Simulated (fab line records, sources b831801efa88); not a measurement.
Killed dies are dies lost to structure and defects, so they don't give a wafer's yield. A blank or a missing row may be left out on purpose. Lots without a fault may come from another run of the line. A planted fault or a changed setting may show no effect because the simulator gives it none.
A struck lot beside a sound one | flow sky130 | 17 steps out of a route of 708
Sound: wafers L998.1, L998.4, L998.6. Struck: wafers L994.1, L994.2, L994.6. The cause comes at the end.
At each step with rows: each side's tool, then ch and its chambers, then its first start. Under that, the readings that differ: sound wafers | struck wafers | difference of the means | sigmas: that difference in standard deviations of wafers without a fault.
alike: readings whose means differ by less than 2 such deviations, and words and numbers that are the same on both sides. not compared: withheld readings, readings that some wafer has no value for, bounds like >300 that may hide the same value, and numbers for which the record gives no deviation and whose values overlap.
The two part at a step that has a row with sigmas, a row that says differs or no value, or rows on one side only. Numbers that don't overlap but have no deviation are shown without sigmas and don't part them. A reading that every wafer of one side lacks parts them only if that side has two wafers or more.

SKY_VT_ADJUST_HVTR_OVL_MEAS_08:
  sound on overlay-02, day 16 15:36; struck on overlay-01, day 14 08:20
  alike: VT_ADJUST_HVTR_OVL
then, 1 step without rows for these wafers: SKY_VT_ADJUST_HVTR_IMPLANT_09.
SKY_VT_ADJUST_HVTR_STRIP_10: strips in O2/N2.
  sound on plasma_asher-01 ch 0, day 16 15:47; struck on plasma_asher-02 ch 0,1, day 14 08:31
  alike: drypump_motor_current_A, oes_product_au, strip_time_to_endpoint_s
  not compared: rf_hours_counter_h
SKY_VT_ADJUST_HVTR_TW_MEAS_11:
  sound on film_metro-01, day 16 15:53; struck on film_metro-04, day 14 08:37
  alike: VT_ADJUST_HVTR_TW
then, 7 steps without rows for these wafers: SKY_VT_ADJUST_PCH_DEHYDRATE_00 (time 60 s); SKY_VT_ADJUST_PCH_HMDS_01 (prime time 60 s); SKY_VT_ADJUST_PCH_COAT_02 (resist thk 3000 nm); SKY_VT_ADJUST_PCH_SOFTBAKE_03; SKY_VT_ADJUST_PCH_EXPOSE_04 (exposes mask NWM, target cd 840 nm); SKY_VT_ADJUST_PCH_PEB_05; SKY_VT_ADJUST_PCH_DEVELOP_06 (develop time 60 s).
SKY_VT_ADJUST_PCH_OVL_MEAS_07:
  sound on overlay-01, day 17 20:19; struck on overlay-02, day 15 11:31
  reading                | sound          | struck      | difference | sigmas
  VT_ADJUST_PCH_OVL (nm) | -1.1 -0.2 -1.9 | 2.2 1.6 2.2 | +3.1       | +2
SKY_VT_ADJUST_PCH_IMPLANT_08:
  sound on implanter-02 ch 0, day 17 20:21; struck on implanter-04 ch 0, day 15 11:52
  alike: beam_energy_keV
SKY_VT_ADJUST_PCH_STRIP_09: strips in O2/N2.
  sound on plasma_asher-01 ch 0,1, day 17 20:30; struck on plasma_asher-01 ch 0,1, day 15 12:01
  alike: drypump_motor_current_A, oes_product_au, strip_time_to_endpoint_s
  not compared: rf_hours_counter_h
SKY_VT_ADJUST_PCH_TW_MEAS_10:
  sound on film_metro-04, day 17 20:36; struck on film_metro-02, day 15 12:20
  reading          | sound             | struck            | difference | sigmas
  VT_ADJUST_PCH_TW | 143.5 143.2 143.0 | 173.9 174.0 173.8 | +30.7      | +20
then, 1 step without rows for these wafers: SKY_SONOS_TUNNEL_DEHYDRATE_00 (time 60 s).
-- the record jumps here: 34 days lie between the struck wafers' starts before and after (it left off in module SONOS_TUNNEL and takes up again in module PAD_OPEN, whose first step shown is number 708 of the route) --
SKY_PAD_OPEN_PROBE_99:
  sound on prober-01, day 50 21:46; struck on prober-01, day 49 16:29
  reading                                | sound                         | struck                        | difference | sigmas
  model.etest.nfet_16v.r_on_ohm_um       | 1.356e+04 1.379e+04 1.363e+04 | 1.473e+04 1.471e+04 1.483e+04 | +1.097e+03 |
  model.etest.pfet_g5v0d10v5.r_on_ohm_um | 4820 4811 4854                | 4524 4489 4560                | -304       |
  model.etest.tip_p.rs_ohm_sq            | 6885 6875 6935                | 6651 6705 6695                | -215       |
  model.etest.tip_p_5v.rs_ohm_sq         | 2872 2872 2868                | 2772 2797 2807                | -79        |
  model.etest.pfet_g5v0d10v5.drive_ua_um | 338.3 335 329.9               | 364.6 368.3 362.1             | +30.6      |
  model.etest.pfet_01v8_lvt.drive_ua_um  | 169.3 172.8 167.4             | 191.3 192 189.4               | +21.1      |
  model.etest.pfet_01v8.drive_ua_um      | 189.2 196.6 182.2             | 201.7 202.7 206.2             | +14.2      |
  model.etest.pfet_16v.drive_ua_um       | 248.5 242.3 243               | 253.7 253.2 250.5             | +7.9       |
  alike: killed_at_M0_to_M3, killed_at_M4_up, killed_at_contacts, killed_at_front_end, killed_at_other, killed_dies, killed_open, killed_short

WHERE THEY PART
First at SKY_VT_ADJUST_PCH_OVL_MEAS_07; last, within this record, at SKY_VT_ADJUST_PCH_TW_MEAS_10. Later steps at which nothing parts them and some readings are alike: SKY_PAD_OPEN_PROBE_99.

WHY: what the simulator had put in
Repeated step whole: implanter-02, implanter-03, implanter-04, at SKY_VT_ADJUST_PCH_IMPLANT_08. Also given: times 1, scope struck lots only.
